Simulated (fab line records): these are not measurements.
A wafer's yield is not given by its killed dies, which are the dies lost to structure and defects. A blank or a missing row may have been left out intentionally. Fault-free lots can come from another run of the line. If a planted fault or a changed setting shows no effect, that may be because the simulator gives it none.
fab line records ; flow sky130
record lots=13; wafers=39; last_day=50
route steps=708 shown LDD_HVP@287 LI_CONTACT@380 CONTACT@420 PAD_OPEN@708
lots untouched by any fault: they come from a run of this same line in which no faults occurred
start_h: hours from the record's opening day to when the first of the lot's shown wafers began ; wait_h: time in hours since the lot's previous step ; " unchanged from the row above ; L1.1+2: a single row standing in for several wafers ; - either no value or no given start ; * or withheld: withheld ; < > ~ a bound
route shown NAME@n: names a module that has steps shown in the file, with the first one's number in the route ; usual: mean/standard deviation taken from wafers without a fault ; same: alike in all rows ; chamber/n: place in a boat ; sites: the reading at each site ; _std_site: their standard deviation ; _edge_site: inner sites' mean taken away from outer sites' mean ; radius_mm: for every site, how far away it sits from the centre of the wafer ; mask NAME#n: copy n ; behind: tool/chamber where the wafer was last shaped ; hold: cause of the lot's hold/its duration in hours/its outcome ; device: whichever transistor did not switch (one of n, p or np) ; end of line: tests run on the same wafers once the route is complete ; a step given without rows: its recipe and nothing more ; killed: the dies lost at the first sort to structure and to defects; this is not the yield of the wafer ; map: a wafer's dies, x killed, . not, _ none there
set.NAME: the setting the step ran with; set.NAME@STEP: the setting that earlier step ran with ; model.NAME: the simulator's own value behind a step, which no gauge read
one table for each step of the route and one row for each wafer, over a sample of lots
services: from which hour (start_h, from the record's first day; less than 0 if before it) a tool's chamber was out of use, for how many hours, and why
## steps
# step SKY_LDD_HVP_STRIP_09
# recipe chemistry=O2/N2; power_w=1400; pressure_mtorr=1500; platen_temp_c=withheld; o2_flow_sccm=3000; n2_flow_sccm=300; overash_fraction=0.5
# usual drypump_motor_current_A=5.47/0.24; oes_product_au=0.408/0.0043; strip_time_to_endpoint_s=4.135/0.015
lot.wafer;tool;chamber;start_h;wait_h;drypump_motor_current_A;oes_product_au;rf_hours_counter_h;strip_time_to_endpoint_s
L370.1;plasma_asher-03;1;505.49;0.1;5.20;0.407;68;4.140
L370.2;plasma_asher-03;0;505.49;0.1;5.45;0.418;68;4.159
L370.3;plasma_asher-03;1;505.49;0.1;5.18;0.401;-;4.154
L373.1;plasma_asher-04;1;519.84;0.1;5.87;0.400;39;4.107
L373.4;plasma_asher-04;1;519.84;0.1;5.88;0.411;-;4.115
L373.5;plasma_asher-04;0;519.84;0.1;5.69;0.408;-;4.090
L375.1;plasma_asher-03;0;542.59;0.1;5.36;0.409;72;4.129
L375.2;plasma_asher-03;1;542.59;0.1;5.24;0.400;72;4.146
L375.6;plasma_asher-03;1;542.59;0.1;5.22;0.410;-;4.137
L376.2;plasma_asher-03;0;548.56;0.1;5.38;0.410;72;4.134
L376.3;plasma_asher-03;0;548.56;0.1;5.37;0.404;-;4.135
L376.6;plasma_asher-03;0;548.56;0.1;5.40;0.408;-;4.144
L377.2;plasma_asher-03;1;559.71;0.1;5.21;0.410;73;4.125
L377.3;plasma_asher-03;0;559.71;0.1;5.40;0.407;-;4.109
L377.4;plasma_asher-03;1;559.71;0.1;5.18;0.408;-;4.122
L378.2;plasma_asher-01;0;560.70;0.1;5.36;0.402;13;4.114
L378.3;plasma_asher-01;0;560.70;0.1;5.36;0.403;-;4.144
L378.4;plasma_asher-01;1;560.70;0.1;5.83;0.403;-;4.118
L380.1;plasma_asher-01;0;593.85;0.1;5.33;0.411;17;4.129
L380.3;plasma_asher-01;1;593.85;0.1;5.84;0.399;-;4.126
L380.5;plasma_asher-01;0;593.85;0.1;5.33;0.409;-;4.115
L383.2;plasma_asher-01;0;616.31;0.1;5.31;0.410;19;4.128
L383.4;plasma_asher-01;0;616.31;0.1;5.34;0.405;-;4.140
L383.5;plasma_asher-01;0;616.31;0.1;5.34;0.406;-;4.130
L384.2;plasma_asher-04;1;628.59;0.1;5.86;0.413;49;4.143
L384.3;plasma_asher-04;1;628.59;0.1;5.85;0.407;-;4.146
L384.5;plasma_asher-04;1;628.59;0.1;5.85;0.410;-;4.114
L386.1;plasma_asher-01;0;639.41;0.1;5.31;0.399;21;4.142
L386.2;plasma_asher-01;1;639.41;0.1;5.81;0.406;21;4.133
L386.5;plasma_asher-01;0;639.41;0.1;5.34;0.412;-;4.127
L387.2;plasma_asher-01;1;640.61;0.1;5.80;0.409;21;4.145
L387.3;plasma_asher-01;0;640.61;0.1;5.34;0.408;-;4.162
L387.6;plasma_asher-01;0;640.61;0.1;5.32;0.407;-;4.143
L392.1;plasma_asher-03;0;676.20;0.1;5.41;0.415;85;4.142
L392.2;plasma_asher-03;1;676.20;0.1;5.22;0.410;85;4.151
L392.4;plasma_asher-03;1;676.20;0.1;5.23;0.405;-;4.109
L393.2;plasma_asher-01;0;684.51;0.1;5.34;0.405;25;4.156
L393.4;plasma_asher-01;1;684.51;0.1;5.82;0.405;-;4.145
L393.6;plasma_asher-01;1;684.51;0.1;5.84;0.410;-;4.131
# step SKY_LI_CONTACT_PRE_CLEAN_18
# recipe gas=Ar; time_s=5.6; bias_v=358
# usual bias_v=358/3.7; time_s=5.6/0
lot.wafer;tool;chamber;start_h;wait_h;bias_v;time_s
L370.1;pvd_sputter-04;-;686.15;0.0;361;5.6
L370.2;pvd_sputter-04;-;686.15;0.0;358;5.6
L370.3;pvd_sputter-04;-;686.15;0.0;358;5.6
L373.1;pvd_sputter-01;-;698.45;0.0;360;5.6
L373.4;pvd_sputter-01;-;698.45;0.0;367;5.6
L373.5;pvd_sputter-01;-;698.45;0.0;359;5.6
L375.1;pvd_sputter-01;-;720.60;0.0;363;5.6
L375.2;pvd_sputter-01;-;720.60;0.0;360;5.6
L375.6;pvd_sputter-01;-;720.60;0.0;361;5.6
L376.2;pvd_sputter-02;-;724.71;0.0;362;5.6
L376.3;pvd_sputter-02;-;724.71;0.0;361;5.6
L376.6;pvd_sputter-02;-;724.71;0.0;358;5.6
L377.2;pvd_sputter-02;-;736.83;0.0;354;5.6
L377.3;pvd_sputter-02;-;736.83;0.0;357;5.6
L377.4;pvd_sputter-02;-;736.83;0.0;358;5.6
L378.2;pvd_sputter-04;-;737.20;0.0;362;5.6
L378.3;pvd_sputter-04;-;737.20;0.0;356;5.6
L378.4;pvd_sputter-04;-;737.20;0.0;367;5.6
L380.1;pvd_sputter-04;-;766.47;0.0;361;5.6
L380.3;pvd_sputter-04;-;766.47;0.0;362;5.6
L380.5;pvd_sputter-04;-;766.47;0.0;357;5.6
L383.2;pvd_sputter-02;-;787.08;0.0;-;-
L383.4;pvd_sputter-02;-;787.08;0.0;-;-
L383.5;pvd_sputter-02;-;787.08;0.0;-;-
L384.2;pvd_sputter-02;-;797.76;0.0;-;-
L384.3;pvd_sputter-02;-;797.76;0.0;-;-
L384.5;pvd_sputter-02;-;797.76;0.0;-;-
L386.1;pvd_sputter-01;-;807.69;0.0;359;5.6
L386.2;pvd_sputter-01;-;807.69;0.0;362;5.6
L386.5;pvd_sputter-01;-;807.69;0.0;367;5.6
L387.2;pvd_sputter-01;-;811.56;0.0;354;5.6
L387.3;pvd_sputter-01;-;811.56;0.0;355;5.6
L387.6;pvd_sputter-01;-;811.56;0.0;357;5.6
L392.1;pvd_sputter-02;-;843.22;0.0;351;5.6
L392.2;pvd_sputter-02;-;843.22;0.0;360;5.6
L392.4;pvd_sputter-02;-;843.22;0.0;354;5.6
L393.2;pvd_sputter-02;-;850.42;0.0;356;5.6
L393.4;pvd_sputter-02;-;850.42;0.0;358;5.6
L393.6;pvd_sputter-02;-;850.42;0.0;362;5.6
# step SKY_LI_CONTACT_SPUTTER_20
# recipe material=TiN; target_thk_nm=20; chamber_pressure_pa=5; power_w=4000; time_s=80
# usual chamber_pressure_pa=5.000/0.01; throttle_valve_pct=29.6/0.94
lot.wafer;tool;chamber;start_h;wait_h;chamber_pressure_pa;throttle_valve_pct
L370.1;pvd_sputter-04;-;686.24;0.0;5.011;30.2
L370.2;pvd_sputter-04;-;686.24;0.0;5.012;29.2
L370.3;pvd_sputter-04;-;686.24;0.0;5.009;29.9
L373.1;pvd_sputter-01;-;698.54;0.0;4.999;30.4
L373.4;pvd_sputter-01;-;698.54;0.0;5.006;29.9
L373.5;pvd_sputter-01;-;698.54;0.0;5.002;30.9
L375.1;pvd_sputter-01;-;720.69;0.0;4.988;30.4
L375.2;pvd_sputter-01;-;720.69;0.0;4.997;30.6
L375.6;pvd_sputter-01;-;720.69;0.0;5.017;29.8
L376.2;pvd_sputter-02;-;724.81;0.0;5.016;28.4
L376.3;pvd_sputter-02;-;724.81;0.0;4.994;28.4
L376.6;pvd_sputter-02;-;724.81;0.0;4.990;28.8
L377.2;pvd_sputter-02;-;736.92;0.0;4.999;28.3
L377.3;pvd_sputter-02;-;736.92;0.0;5.001;28.7
L377.4;pvd_sputter-02;-;736.92;0.0;4.985;28.7
L378.2;pvd_sputter-04;-;737.30;0.0;4.995;29.7
L378.3;pvd_sputter-04;-;737.30;0.0;4.994;29.4
L378.4;pvd_sputter-04;-;737.30;0.0;5.004;30.1
L380.1;pvd_sputter-04;-;766.57;0.0;5.005;29.3
L380.3;pvd_sputter-04;-;766.57;0.0;4.994;29.2
L380.5;pvd_sputter-04;-;766.57;0.0;5.008;29.5
L383.2;pvd_sputter-02;-;787.17;0.0;4.982;28.7
L383.4;pvd_sputter-02;-;787.17;0.0;4.986;28.3
L383.5;pvd_sputter-02;-;787.17;0.0;5.004;28.5
L384.2;pvd_sputter-02;-;797.86;0.0;5.001;28.5
L384.3;pvd_sputter-02;-;797.86;0.0;5.008;28.8
L384.5;pvd_sputter-02;-;797.86;0.0;4.998;29.0
L386.1;pvd_sputter-01;-;807.79;0.0;5.002;30.6
L386.2;pvd_sputter-01;-;807.79;0.0;5.017;30.4
L386.5;pvd_sputter-01;-;807.79;0.0;5.007;30.4
L387.2;pvd_sputter-01;-;811.66;0.0;5.004;30.3
L387.3;pvd_sputter-01;-;811.66;0.0;4.995;30.5
L387.6;pvd_sputter-01;-;811.66;0.0;5.007;30.6
L392.1;pvd_sputter-02;-;843.32;0.0;4.997;28.6
L392.2;pvd_sputter-02;-;843.32;0.0;5.012;28.0
L392.4;pvd_sputter-02;-;843.32;0.0;4.986;28.6
L393.2;pvd_sputter-02;-;850.52;0.0;4.991;28.7
L393.4;pvd_sputter-02;-;850.52;0.0;4.994;29.2
L393.6;pvd_sputter-02;-;850.52;0.0;5.006;28.3
# step SKY_CONTACT_CD_MEAS_14
# recipe target_cd_nm=170
# usual cd_nm=170.5/1.6
lot.wafer;tool;chamber;start_h;wait_h;cd_nm
L370.1;cd_sem-01;-;743.91;-;171.0
L370.2;cd_sem-01;-;743.91;-;171.2
L370.3;cd_sem-01;-;743.91;-;169.0
L373.1;cd_sem-01;-;754.58;-;169.2
L373.4;cd_sem-01;-;754.58;-;167.2
L373.5;cd_sem-01;-;754.58;-;170.1
L375.1;cd_sem-01;-;776.66;-;169.8
L375.2;cd_sem-01;-;776.66;-;168.3
L375.6;cd_sem-01;-;776.66;-;169.5
L376.2;cd_sem-02;-;781.05;-;174.1
L376.3;cd_sem-02;-;781.05;-;173.2
L376.6;cd_sem-02;-;781.05;-;173.9
L377.2;cd_sem-02;-;792.68;-;171.3
L377.3;cd_sem-02;-;792.68;-;170.2
L377.4;cd_sem-02;-;792.68;-;170.1
L378.2;cd_sem-02;-;793.55;-;171.4
L378.3;cd_sem-02;-;793.55;-;171.3
L378.4;cd_sem-02;-;793.55;-;172.4
L380.1;cd_sem-01;-;821.50;-;169.7
L380.3;cd_sem-01;-;821.50;-;170.0
L380.5;cd_sem-01;-;821.50;-;171.1
L383.2;cd_sem-01;-;841.69;-;169.0
L383.4;cd_sem-01;-;841.69;-;170.2
L383.5;cd_sem-01;-;841.69;-;168.8
L384.2;cd_sem-01;-;851.82;-;170.0
L384.3;cd_sem-01;-;851.82;-;169.6
L384.5;cd_sem-01;-;851.82;-;168.9
L386.1;cd_sem-01;-;862.45;-;173.4
L386.2;cd_sem-01;-;862.45;-;173.1
L386.5;cd_sem-01;-;862.45;-;175.9
L387.2;cd_sem-01;-;866.59;-;172.0
L387.3;cd_sem-01;-;866.59;-;171.5
L387.6;cd_sem-01;-;866.59;-;172.4
L392.1;cd_sem-01;-;898.40;-;170.8
L392.2;cd_sem-01;-;898.40;-;169.1
L392.4;cd_sem-01;-;898.40;-;168.8
L393.2;cd_sem-01;-;904.97;-;166.8
L393.4;cd_sem-01;-;904.97;-;168.3
L393.6;cd_sem-01;-;904.97;-;166.3
# step SKY_PAD_OPEN_PROBE_99
# usual killed_at_M0_to_M3=44/6.9; killed_at_M4_up=3.3/2.1; killed_at_contacts=24/4.8; killed_at_front_end=15/4.4; killed_at_other=0.2/0.48; killed_dies=87/9.5; killed_open=48/6.5; killed_short=39/6.3
# same gross_dies=492; killed_at_back_side=0
lot.wafer;tool;chamber;start_h;wait_h;killed_at_M0_to_M3;killed_at_M4_up;killed_at_contacts;killed_at_front_end;killed_at_other;killed_dies;killed_open;killed_short
L370.1;prober-01;-;1084.53;0.1;57;4;24;15;0;100;48;52
L370.2;prober-01;-;1084.58;0.1;38;4;30;14;1;87;49;38
L370.3;prober-01;-;1084.63;0.2;53;6;18;11;1;89;41;48
L373.1;prober-01;-;1089.40;0.1;32;3;18;13;0;66;39;27
L373.4;prober-01;-;1089.55;0.2;44;3;15;8;0;70;41;29
L373.5;prober-01;-;1089.60;0.2;56;9;24;19;0;108;53;55
L375.1;prober-01;-;1106.57;0.1;41;3;20;11;0;75;46;29
L375.2;prober-01;-;1106.62;0.1;54;4;23;11;0;92;53;38
L375.6;prober-01;-;1106.82;0.2;45;4;19;20;0;88;46;42
L376.2;prober-02;-;1111.25;0.1;44;4;25;24;1;98;52;45
L376.3;prober-02;-;1111.30;0.2;48;3;24;14;0;89;52;37
L376.6;prober-02;-;1111.45;0.2;47;2;35;18;2;104;55;47
L377.2;prober-01;-;1118.27;0.1;46;2;28;12;0;88;49;39
L377.3;prober-01;-;1118.32;0.2;42;1;19;17;1;80;50;30
L377.4;prober-01;-;1118.37;0.2;44;3;28;14;0;89;53;36
L378.2;prober-02;-;1119.26;0.1;46;5;29;11;0;91;47;42
L378.3;prober-02;-;1119.31;0.2;48;2;20;11;0;81;40;40
L378.4;prober-02;-;1119.36;0.2;39;6;20;14;0;79;40;37
L380.1;prober-02;-;1141.04;0.1;36;3;33;16;1;89;42;47
L380.3;prober-02;-;1141.14;0.2;47;2;22;20;0;91;50;41
L380.5;prober-02;-;1141.24;0.2;50;1;21;19;0;91;51;39
L383.2;prober-01;-;1155.21;0.1;49;2;25;10;0;86;49;37
L383.4;prober-01;-;1155.31;0.2;51;1;24;12;0;88;47;41
L383.5;prober-01;-;1155.36;0.2;47;1;28;9;0;85;46;39
L384.2;prober-02;-;1161.21;0.1;51;5;29;11;0;96;53;43
L384.3;prober-02;-;1161.26;0.2;50;0;28;17;0;95;49;46
L384.5;prober-02;-;1161.36;0.2;45;5;17;16;1;84;45;39
L386.1;prober-02;-;1168.12;0.1;45;4;23;9;0;81;41;39
L386.2;prober-02;-;1168.17;0.1;55;1;19;16;1;92;42;50
L386.5;prober-02;-;1168.32;0.2;43;5;24;11;0;83;49;33
L387.2;prober-01;-;1170.35;0.1;51;3;26;25;0;105;60;44
L387.3;prober-01;-;1170.40;0.2;47;4;28;21;0;100;59;36
L387.6;prober-01;-;1170.55;0.2;28;2;21;22;0;73;40;33
L392.1;prober-02;-;1191.25;0.1;42;4;21;14;0;81;46;35
L392.2;prober-02;-;1191.30;0.1;42;5;21;9;0;77;37;40
L392.4;prober-02;-;1191.40;0.2;46;2;30;17;0;95;58;37
L393.2;prober-01;-;1196.79;0.1;34;2;14;18;0;68;34;34
L393.4;prober-01;-;1196.89;0.2;34;3;22;12;0;71;45;26
L393.6;prober-01;-;1196.99;0.2;40;2;17;17;0;76;38;38
# killed by level:class
L370.1 VIA1:geometric_particle:open=12 METAL1:geometric_particle:short=8 VIA3:geometric_particle:open=7 LI_CONTACT:geometric_particle:open=6 CONTACT:geometric_particle:short=6 VIA1:geometric_particle:short=6 CONTACT:geometric_particle:open=6 METAL2:geometric_particle:short=6
L370.2 CONTACT:geometric_particle:open=12 LI_CONTACT:geometric_particle:open=10 VIA1:geometric_particle:open=9 VIA3:geometric_particle:short=6 FIELD_ISO:geometric_particle:short=4 VIA1:geometric_particle:short=4 VIA3:geometric_particle:open=4 METAL2:geometric_particle:short=4
L370.3 VIA1:geometric_particle:open=14 VIA1:geometric_particle:short=8 CONTACT:geometric_particle:open=7 METAL1:geometric_particle:short=7 METAL2:geometric_particle:short=7 FIELD_ISO:geometric_particle:short=6 LI_CONTACT:geometric_particle:open=5 VIA2:geometric_particle:open=5
L373.1 VIA1:geometric_particle:open=13 LI_CONTACT:geometric_particle:open=9 CONTACT:geometric_particle:open=5 POLY_GATE:geometric_particle:short=4 POLY_GATE:geometric_particle:open=4 VIA1:geometric_particle:short=4 VIA2:geometric_particle:open=3 FIELD_ISO:geometric_particle:short=2
L373.4 VIA1:geometric_particle:open=13 CONTACT:geometric_particle:open=7 VIA3:geometric_particle:open=7 METAL2:geometric_particle:short=6 CONTACT:geometric_particle:short=5 VIA2:geometric_particle:open=5 VIA1:geometric_particle:short=4 VIA3:geometric_particle:short=4
L373.5 VIA1:geometric_particle:open=15 LI_CONTACT:geometric_particle:open=9 VIA1:geometric_particle:short=9 METAL4:geometric_particle:short=9 VIA2:geometric_particle:open=8 FIELD_ISO:geometric_particle:short=7 CONTACT:geometric_particle:short=7 CONTACT:geometric_particle:open=7
L375.1 VIA1:geometric_particle:open=16 CONTACT:geometric_particle:open=9 VIA3:geometric_particle:open=5 POLY_GATE:geometric_particle:short=4 LOCAL_INTERCONNECT:geometric_particle:short=4 METAL1:geometric_particle:short=4 VIA1:geometric_particle:short=4 FIELD_ISO:geometric_particle:open=3
L375.2 VIA1:geometric_particle:open=12 VIA3:geometric_particle:open=10 CONTACT:geometric_particle:open=9 VIA2:geometric_particle:open=7 METAL1:geometric_particle:short=7 VIA1:geometric_particle:short=6 LI_CONTACT:geometric_particle:open=5 CONTACT:geometric_particle:short=4
L375.6 VIA1:geometric_particle:open=9 VIA3:geometric_particle:open=9 METAL2:geometric_particle:short=7 CONTACT:geometric_particle:open=6 VIA1:geometric_particle:short=6 LI_CONTACT:geometric_particle:open=5 FIELD_ISO:geometric_particle:open=4 FIELD_ISO:geometric_particle:short=4
L376.2 LOCAL_INTERCONNECT:geometric_particle:short=9 VIA2:geometric_particle:open=8 CONTACT:geometric_particle:open=8 VIA1:geometric_particle:open=8 FIELD_ISO:geometric_particle:open=7 POLY_GATE:geometric_particle:open=7 VIA3:geometric_particle:open=7 VIA1:geometric_particle:short=6
L376.3 CONTACT:geometric_particle:open=11 VIA3:geometric_particle:open=11 VIA1:geometric_particle:open=11 METAL1:geometric_particle:short=8 POLY_GATE:geometric_particle:open=7 METAL2:geometric_particle:short=7 LI_CONTACT:geometric_particle:open=4 CONTACT:geometric_particle:short=4
L376.6 LI_CONTACT:geometric_particle:open=11 VIA1:geometric_particle:open=9 LOCAL_INTERCONNECT:geometric_particle:short=8 METAL2:geometric_particle:short=8 VIA2:geometric_particle:open=7 CONTACT:geometric_particle:open=6 VIA3:geometric_particle:open=6 CONTACT:geometric_particle:short=5
L377.2 CONTACT:geometric_particle:open=16 VIA1:geometric_particle:open=11 METAL1:geometric_particle:short=10 CONTACT:geometric_particle:short=6 VIA3:geometric_particle:short=5 FIELD_ISO:geometric_particle:short=4 POLY_GATE:geometric_particle:open=4 VIA1:geometric_particle:short=4
L377.3 VIA1:geometric_particle:open=12 VIA2:geometric_particle:open=11 CONTACT:geometric_particle:open=6 METAL2:geometric_particle:short=6 CONTACT:geometric_particle:short=5 VIA3:geometric_particle:open=5 POLY_GATE:geometric_particle:short=4 LI_CONTACT:geometric_particle:open=4
L377.4 CONTACT:geometric_particle:open=12 VIA1:geometric_particle:open=12 METAL1:geometric_particle:short=9 LI_CONTACT:geometric_particle:open=6 VIA2:geometric_particle:open=6 FIELD_ISO:geometric_particle:open=4 CONTACT:geometric_particle:short=4 METAL2:geometric_particle:short=4
L378.2 CONTACT:geometric_particle:open=11 VIA3:geometric_particle:open=10 METAL1:geometric_particle:short=9 VIA1:geometric_particle:open=9 METAL2:geometric_particle:short=6 LI_CONTACT:geometric_particle:open=5 LOCAL_INTERCONNECT:geometric_particle:short=5 CONTACT:geometric_particle:short=5
L378.3 VIA3:geometric_particle:open=9 METAL2:geometric_particle:short=9 VIA1:geometric_particle:open=8 CONTACT:geometric_particle:short=8 CONTACT:geometric_particle:open=6 FIELD_ISO:geometric_particle:open=4 LI_CONTACT:geometric_particle:open=4 VIA1:geometric_particle:short=4
L378.4 CONTACT:geometric_particle:open=8 METAL1:geometric_particle:short=8 LI_CONTACT:geometric_particle:open=7 VIA2:geometric_particle:open=6 VIA1:geometric_particle:open=5 METAL4:geometric_particle:short=5 FIELD_ISO:geometric_particle:short=4 POLY_GATE:geometric_particle:open=4
L380.1 CONTACT:geometric_particle:open=14 LOCAL_INTERCONNECT:geometric_particle:short=7 VIA1:geometric_particle:short=7 VIA2:geometric_particle:open=6 METAL1:geometric_particle:short=6 LI_CONTACT:geometric_particle:open=5 CONTACT:geometric_particle:short=5 FIELD_ISO:geometric_particle:open=4
L380.3 VIA3:geometric_particle:open=9 VIA1:geometric_particle:open=9 VIA1:geometric_particle:short=8 LOCAL_INTERCONNECT:geometric_particle:short=7 CONTACT:geometric_particle:open=7 POLY_GATE:geometric_particle:open=6 FIELD_ISO:geometric_particle:short=5 FIELD_ISO:geometric_particle:open=4
L380.5 VIA1:geometric_particle:open=13 VIA2:geometric_particle:open=8 FIELD_ISO:geometric_particle:open=6 LI_CONTACT:geometric_particle:open=6 VIA2:geometric_particle:short=6 VIA3:geometric_particle:open=6 FIELD_ISO:geometric_particle:short=5 METAL1:geometric_particle:short=5
L383.2 VIA1:geometric_particle:open=14 CONTACT:geometric_particle:open=10 LI_CONTACT:geometric_particle:open=7 VIA2:geometric_particle:short=6 VIA3:geometric_particle:open=5 METAL1:geometric_particle:short=5 METAL2:geometric_particle:short=5 VIA2:geometric_particle:open=5
L383.4 CONTACT:geometric_particle:open=13 VIA1:geometric_particle:open=12 CONTACT:geometric_particle:short=7 METAL2:geometric_particle:short=7 METAL1:geometric_particle:short=7 VIA2:geometric_particle:open=7 VIA2:geometric_particle:short=5 VIA3:geometric_particle:open=4
L383.5 CONTACT:geometric_particle:open=11 VIA1:geometric_particle:open=8 VIA3:geometric_particle:open=7 METAL2:geometric_particle:short=6 CONTACT:geometric_particle:short=5 VIA2:geometric_particle:open=5 METAL3:geometric_particle:short=5 LI_CONTACT:geometric_particle:open=4
L384.2 VIA1:geometric_particle:open=15 LI_CONTACT:geometric_particle:open=12 CONTACT:geometric_particle:open=8 METAL1:geometric_particle:short=8 CONTACT:geometric_particle:short=6 FIELD_ISO:geometric_particle:short=5 VIA2:geometric_particle:open=5 VIA1:geometric_particle:short=5
L384.3 CONTACT:geometric_particle:open=10 VIA1:geometric_particle:open=9 VIA2:geometric_particle:open=8 LOCAL_INTERCONNECT:geometric_particle:short=7 METAL1:geometric_particle:short=7 METAL2:geometric_particle:short=6 VIA1:geometric_particle:short=6 VIA3:geometric_particle:open=6
L384.5 LI_CONTACT:geometric_particle:open=8 VIA1:geometric_particle:open=8 VIA1:geometric_particle:short=7 METAL2:geometric_particle:short=7 VIA2:geometric_particle:open=6 VIA3:geometric_particle:open=6 CONTACT:geometric_particle:open=5 VIA2:geometric_particle:short=5
L386.1 CONTACT:geometric_particle:open=9 VIA3:geometric_particle:open=8 VIA1:geometric_particle:open=8 FIELD_ISO:geometric_particle:short=5 LI_CONTACT:geometric_particle:open=5 METAL1:geometric_particle:short=5 METAL3:geometric_particle:short=5 METAL4:geometric_particle:short=4
L386.2 VIA1:geometric_particle:short=12 METAL1:geometric_particle:short=10 VIA2:geometric_particle:open=8 VIA3:geometric_particle:open=8 POLY_GATE:geometric_particle:short=6 CONTACT:geometric_particle:short=6 FIELD_ISO:geometric_particle:open=5 LI_CONTACT:geometric_particle:open=5
L386.5 CONTACT:geometric_particle:open=8 METAL1:geometric_particle:short=8 LI_CONTACT:geometric_particle:open=7 VIA2:geometric_particle:open=7 VIA3:geometric_particle:open=7 VIA1:geometric_particle:open=6 CONTACT:geometric_particle:short=4 METAL2:geometric_particle:short=4
L387.2 VIA2:geometric_particle:open=14 VIA1:geometric_particle:open=11 LI_CONTACT:geometric_particle:open=9 METAL1:geometric_particle:short=7 FIELD_ISO:geometric_particle:open=6 POLY_GATE:geometric_particle:open=6 VIA2:geometric_particle:short=6 LOCAL_INTERCONNECT:geometric_particle:short=6
L387.3 VIA1:geometric_particle:short=9 LI_CONTACT:geometric_particle:open=9 VIA3:geometric_particle:open=9 VIA1:geometric_particle:open=8 CONTACT:geometric_particle:open=8 FIELD_ISO:geometric_particle:open=7 VIA2:geometric_particle:open=6 POLY_GATE:geometric_particle:open=6
L387.6 CONTACT:geometric_particle:open=9 VIA2:geometric_particle:open=7 POLY_GATE:geometric_particle:short=6 VIA1:geometric_particle:open=6 FIELD_ISO:geometric_particle:short=5 CONTACT:geometric_particle:short=5 METAL1:geometric_particle:short=5 FIELD_ISO:geometric_particle:open=4
L392.1 VIA1:geometric_particle:open=9 CONTACT:geometric_particle:open=7 VIA3:geometric_particle:open=6 VIA2:geometric_particle:open=6 LI_CONTACT:geometric_particle:open=6 LOCAL_INTERCONNECT:geometric_particle:short=4 VIA1:geometric_particle:short=4 FIELD_ISO:geometric_particle:open=3
L392.2 VIA1:geometric_particle:open=9 METAL2:geometric_particle:short=5 LI_CONTACT:geometric_particle:short=5 LOCAL_INTERCONNECT:geometric_particle:short=5 CONTACT:geometric_particle:open=5 METAL3:geometric_particle:short=5 METAL4:geometric_particle:short=5 LI_CONTACT:geometric_particle:open=4
L392.4 LI_CONTACT:geometric_particle:open=14 VIA1:geometric_particle:open=12 CONTACT:geometric_particle:open=7 VIA1:geometric_particle:short=6 POLY_GATE:geometric_particle:open=5 FIELD_ISO:geometric_particle:open=4 METAL1:geometric_particle:short=4 VIA2:geometric_particle:short=4
L393.2 VIA1:geometric_particle:open=10 CONTACT:geometric_particle:open=7 METAL2:geometric_particle:short=6 VIA3:geometric_particle:open=5 POLY_GATE:geometric_particle:short=4 POLY_GATE:geometric_particle:open=4 CONTACT:geometric_particle:short=4 VIA1:geometric_particle:short=4
L393.4 CONTACT:geometric_particle:open=12 VIA1:geometric_particle:open=11 VIA2:geometric_particle:open=6 VIA1:geometric_particle:short=4 FIELD_ISO:geometric_particle:open=3 CONTACT:geometric_particle:short=3 POLY_GATE:geometric_particle:open=3 SPACER:geometric_particle:open=3
L393.6 VIA1:geometric_particle:open=14 CONTACT:geometric_particle:open=7 VIA1:geometric_particle:short=5 FIELD_ISO:geometric_particle:short=4 POLY_GATE:geometric_particle:open=4 CONTACT:geometric_particle:short=4 METAL2:geometric_particle:short=4 VIA2:geometric_particle:open=4
## services
tool;chamber;start_h;hours;kind
plasma_asher-04;-;557.92;8.3;repair
plasma_asher-04;-;635.27;1.8;repair
plasma_asher-03;-;640.99;1.4;repair
pvd_sputter-04;-;660.18;3.1;repair
pvd_sputter-02;-;665.47;1.8;repair
pvd_sputter-04;-;689.48;12.6;repair
pvd_sputter-02;-;695.37;6.8;repair
plasma_asher-01;-;719.50;1.9;repair
plasma_asher-03;-;735.66;8.4;repair
plasma_asher-01;-;742.75;2.8;pm
plasma_asher-01;-;746.89;2.0;repair
plasma_asher-03;-;750.92;1.3;repair
plasma_asher-01;-;762.29;11.0;pm
plasma_asher-03;-;765.97;14.6;pm
pvd_sputter-01;-;818.33;4.8;repair
pvd_sputter-02;-;819.89;1.1;repair
## key
first_sign step=SKY_LI_CONTACT_PRE_CLEAN_18; reading=tool_record; direction=missing
effect none on later readings
met_at SKY_LI_CONTACT_PRE_CLEAN_18
struck_lots L383,L384
tester_left_out L383,L384
not_acting_at SKY_LDD_HVP_STRIP_09,SKY_LI_CONTACT_SPUTTER_20,SKY_CONTACT_CD_MEAS_14
onset_between 736.83 787.08
fault kind=skipped_step_whole; tool=pvd_sputter-02; chamber=-; onset_h=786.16; steps=SKY_LI_CONTACT_PRE_CLEAN_18; scope=struck_lots_only
# tester_left_out: of these lots the tester's yield and bins aren't shown, on N5 and GAA mostly nor the transistor test; their killed dies are dies lost to structure and defects alone, not to doping, threshold or leakage, so they don't give the yield
